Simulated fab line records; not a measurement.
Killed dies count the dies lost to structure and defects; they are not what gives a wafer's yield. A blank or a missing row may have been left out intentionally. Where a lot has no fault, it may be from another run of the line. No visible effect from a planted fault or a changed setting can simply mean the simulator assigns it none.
Which tool is to blame? + flow sky130 + 11 lots, 33 wafers sampled, at 5 steps of a route of 708

== WHAT EACH GAUGE READ, for each wafer ==
SKY_VIA4_THK_MEAS_01. Usual: VIA4_HDPCVD_THK typically reads 1756 nm, with standard deviation 16.
| lot  | measured     | on            | VIA4_HDPCVD_THK (nm) | flag |
|------|--------------|---------------|----------------------|------|
| L624 | day 41 14:27 | film metro-01 | 1742 1777 1777       |      |
| L625 | day 41 23:35 | film metro-01 | 1757 1782 1762       |      |
| L626 | day 42 10:57 | film metro-01 | 1754 1754 1754       |      |
| L628 | day 43 05:08 | film metro-03 | 1772 1775 1772       |      |
| L627 | day 43 05:44 | film metro-01 | 1748 1773 1764       |      |
| L631 | day 43 19:31 | film metro-01 | 1767 1958 1976       | OFF  |
| L636 | day 45 12:37 | film metro-02 | 1769 1747 1979       | OFF  |
| L639 | day 45 20:38 | film metro-01 | 1771 1751 1780       |      |
| L640 | day 46 02:05 | film metro-03 | 1768 1751 1772       |      |
| L642 | day 47 00:03 | film metro-03 | 1773 1766 1767       |      |
| L647 | day 47 22:34 | film metro-01 | 1779 1770 1770       |      |

== TOOL THAT RAN EACH LOT (tool first, then ch and the chambers of the sampled wafers, then the start) ==
| lot  | SKY_VIA3_ETCH_15                   | SKY_METAL4_SPUTTER_01        | SKY_METAL4_DESCUM_15              | SKY_VIA4_HDPCVD_00               |
|------|------------------------------------|------------------------------|-----------------------------------|----------------------------------|
| L624 | rie diel-01 ch 0,1,3, day 39 10:46 | pvd sputter-04, day 39 12:13 | rie metal-04 ch 0,1, day 41 13:16 | hdpcvd-01 ch 0,2, day 41 14:16   |
| L625 | rie diel-03 ch 1,2, day 39 20:47   | pvd sputter-02, day 39 22:13 | rie metal-02 ch 0,1, day 41 22:29 | hdpcvd-02 ch 0,1, day 41 23:24   |
| L626 | rie diel-01 ch 0,3, day 40 08:15   | pvd sputter-02, day 40 09:35 | rie metal-02 ch 0,1, day 42 09:51 | hdpcvd-02 ch 0,1, day 42 10:45   |
| L628 | rie diel-03 ch 1,2, day 41 02:02   | pvd sputter-04, day 41 03:25 | rie metal-01 ch 0,1, day 43 04:02 | hdpcvd-01 ch 0,1,2, day 43 04:56 |
| L627 | rie diel-01 ch 1,2,3, day 41 02:23 | pvd sputter-01, day 41 03:44 | rie metal-04 ch 0,1, day 43 04:36 | hdpcvd-02 ch 0,1,2, day 43 05:32 |
| L631 | rie diel-01 ch 1,2, day 41 17:57   | pvd sputter-02, day 41 19:17 | rie metal-04 ch 0,1, day 43 18:25 | hdpcvd-02 ch 0,1, day 43 19:20   |
| L636 | rie diel-03 ch 0,2,3, day 43 07:45 | pvd sputter-02, day 43 09:25 | rie metal-04 ch 1, day 45 07:37   | hdpcvd-02 ch 0,1,2, day 45 12:26 |
| L639 | rie diel-03 ch 0,1,2, day 43 23:00 | pvd sputter-02, day 44 00:22 | rie metal-02 ch 0,1, day 45 19:32 | hdpcvd-01 ch 0,2, day 45 20:28   |
| L640 | rie diel-02 ch 0,2,3, day 44 03:49 | pvd sputter-01, day 44 05:13 | rie metal-01 ch 0,1, day 46 00:41 | hdpcvd-01 ch 0,1,2, day 46 01:54 |
| L642 | rie diel-03 ch 0,1,2, day 45 02:30 | pvd sputter-02, day 45 03:52 | rie metal-01 ch 0,1, day 46 22:57 | hdpcvd-01 ch 1,2, day 46 23:52   |
| L647 | rie diel-02 ch 0,1, day 46 03:55   | pvd sputter-04, day 46 05:15 | rie metal-02 ch 0,1, day 47 21:28 | hdpcvd-01 ch 1,2, day 47 22:23   |
- SKY_VIA3_ETCH_15: etches SiO2 in C4F8/O2/Ar, stops on TiN, target depth 507 nm, time 78 s.
- SKY_METAL4_SPUTTER_01: material TiN, target thk 20 nm, time 16.7 s.
- SKY_METAL4_DESCUM_15: chemistry O2, time 8 s.
- SKY_VIA4_HDPCVD_00: deposits SiO2, target thk 1750 nm, time 291.7 s.

== WHAT THE TOOLS THEMSELVES READ (means of the sampled wafers that have a number; where no wafer has one, the mark that the record gives instead) ==
SKY_VIA3_ETCH_15. Usual: 0.946 a.u. for oes product au, sd 0.0046.
| lot  | tool        | oes product au (a.u.) | flag |
|------|-------------|-----------------------|------|
| L624 | rie diel-01 | 0.943                 |      |
| L625 | rie diel-03 | 0.947                 |      |
| L626 | rie diel-01 | 0.953                 |      |
| L628 | rie diel-03 | 0.949                 |      |
| L627 | rie diel-01 | 0.943                 |      |
| L631 | rie diel-01 | 0.945                 |      |
| L636 | rie diel-03 | 0.944                 |      |
| L639 | rie diel-03 | 0.947                 |      |
| L640 | rie diel-02 | 0.947                 |      |
| L642 | rie diel-03 | 0.941                 |      |
| L647 | rie diel-02 | 0.950                 |      |

SKY_METAL4_SPUTTER_01. Usual: cathode dc power W 6500.1 W, standard deviation 1.2; throttle valve pct 30.3 %, standard deviation 0.62.
| lot  | tool           | cathode dc power W (W) | throttle valve pct (%) | flag |
|------|----------------|------------------------|------------------------|------|
| L624 | pvd sputter-04 | 6499.4                 | 30.1                   |      |
| L625 | pvd sputter-02 | 6499.6                 | 30.1                   |      |
| L626 | pvd sputter-02 | 6499.8                 | 30.3                   |      |
| L628 | pvd sputter-04 | 6500.6                 | 30.0                   |      |
| L627 | pvd sputter-01 | 6500.9                 | 30.6                   |      |
| L631 | pvd sputter-02 | 6500.3                 | 30.7                   |      |
| L636 | pvd sputter-02 | 6500.4                 | 29.9                   |      |
| L639 | pvd sputter-02 | 6499.6                 | 30.4                   |      |
| L640 | pvd sputter-01 | 6499.7                 | 30.6                   |      |
| L642 | pvd sputter-02 | 6500.4                 | 30.6                   |      |
| L647 | pvd sputter-04 | 6500.9                 | 30.3                   |      |

SKY_METAL4_DESCUM_15. Usual: drypump motor current A 5.6 A, standard deviation 0.34; oes product au 0.996 a.u., standard deviation 0.01.
| lot  | tool         | drypump motor current A (A) | oes product au (a.u.) | flag |
|------|--------------|-----------------------------|-----------------------|------|
| L624 | rie metal-04 | 5.7                         | 1.013                 |      |
| L625 | rie metal-02 | 6.0                         | 0.995                 |      |
| L626 | rie metal-02 | 6.0                         | 0.989                 |      |
| L628 | rie metal-01 | 5.1                         | 0.993                 |      |
| L627 | rie metal-04 | 5.7                         | 1.011                 |      |
| L631 | rie metal-04 | 5.7                         | 1.014                 |      |
| L636 | rie metal-04 | 5.7                         | 0.996                 |      |
| L639 | rie metal-02 | 6.0                         | 0.998                 |      |
| L640 | rie metal-01 | 5.2                         | 0.993                 |      |
| L642 | rie metal-01 | 5.1                         | 0.997                 |      |
| L647 | rie metal-02 | 5.9                         | 0.991                 |      |

SKY_VIA4_HDPCVD_00. Usual: pressure mtorr 6.000 mTorr, standard deviation 0.012; run length s 319.6 s, standard deviation 0.51.
| lot  | tool      | pressure mtorr (mTorr) | run length s (s) | flag |
|------|-----------|------------------------|------------------|------|
| L624 | hdpcvd-01 | 5.997                  | 319.6            |      |
| L625 | hdpcvd-02 | 6.007                  | 320.3            |      |
| L626 | hdpcvd-02 | 5.995                  | 320.1            |      |
| L628 | hdpcvd-01 | 5.997                  | 319.5            |      |
| L627 | hdpcvd-02 | 5.997                  | 320.0            |      |
| L631 | hdpcvd-02 | 5.993                  | 345.3            | OFF  |
| L636 | hdpcvd-02 | 5.999                  | 332.7            | OFF  |
| L639 | hdpcvd-01 | 5.998                  | 319.4            |      |
| L640 | hdpcvd-01 | 6.008                  | 319.3            |      |
| L642 | hdpcvd-01 | 6.001                  | 319.5            |      |
| L647 | hdpcvd-01 | 6.014                  | 319.7            |      |

== THE ANSWER, worked out from the rows above alone ==
Rule: lot off if the mean of its wafers having a number is beyond 3 standard deviations from the usual mean. A lot without any number at a reading at which 4 lots or more have one is off too. Where the step has rows for the other lots, those lots are counted as sound. The gauges are gone through in route order, then the tools' own readings, and for those a lot's mean is taken as printed above. At the first step where some lot is off, the reading lying furthest off is the one used; lots without a number count as furthest.
Off: L631, L636, at SKY_VIA4_THK_MEAS_01 (VIA4_HDPCVD_THK).
If a tool, at a process step before that reading, ran all the lots that are off and no sound lot after the first of them, it fits. The gauges at SKY_VIA4_THK_MEAS_01 aren't tried: what is off there is off at SKY_VIA4_HDPCVD_00 too, on other tools, and a gauge's error can't cause that. Undecided on this evidence; 2 tools fit (rie metal-04 at SKY_METAL4_DESCUM_15, hdpcvd-02 at SKY_VIA4_HDPCVD_00).

== WHAT WAS PUT IN BY THE SIMULATOR ==
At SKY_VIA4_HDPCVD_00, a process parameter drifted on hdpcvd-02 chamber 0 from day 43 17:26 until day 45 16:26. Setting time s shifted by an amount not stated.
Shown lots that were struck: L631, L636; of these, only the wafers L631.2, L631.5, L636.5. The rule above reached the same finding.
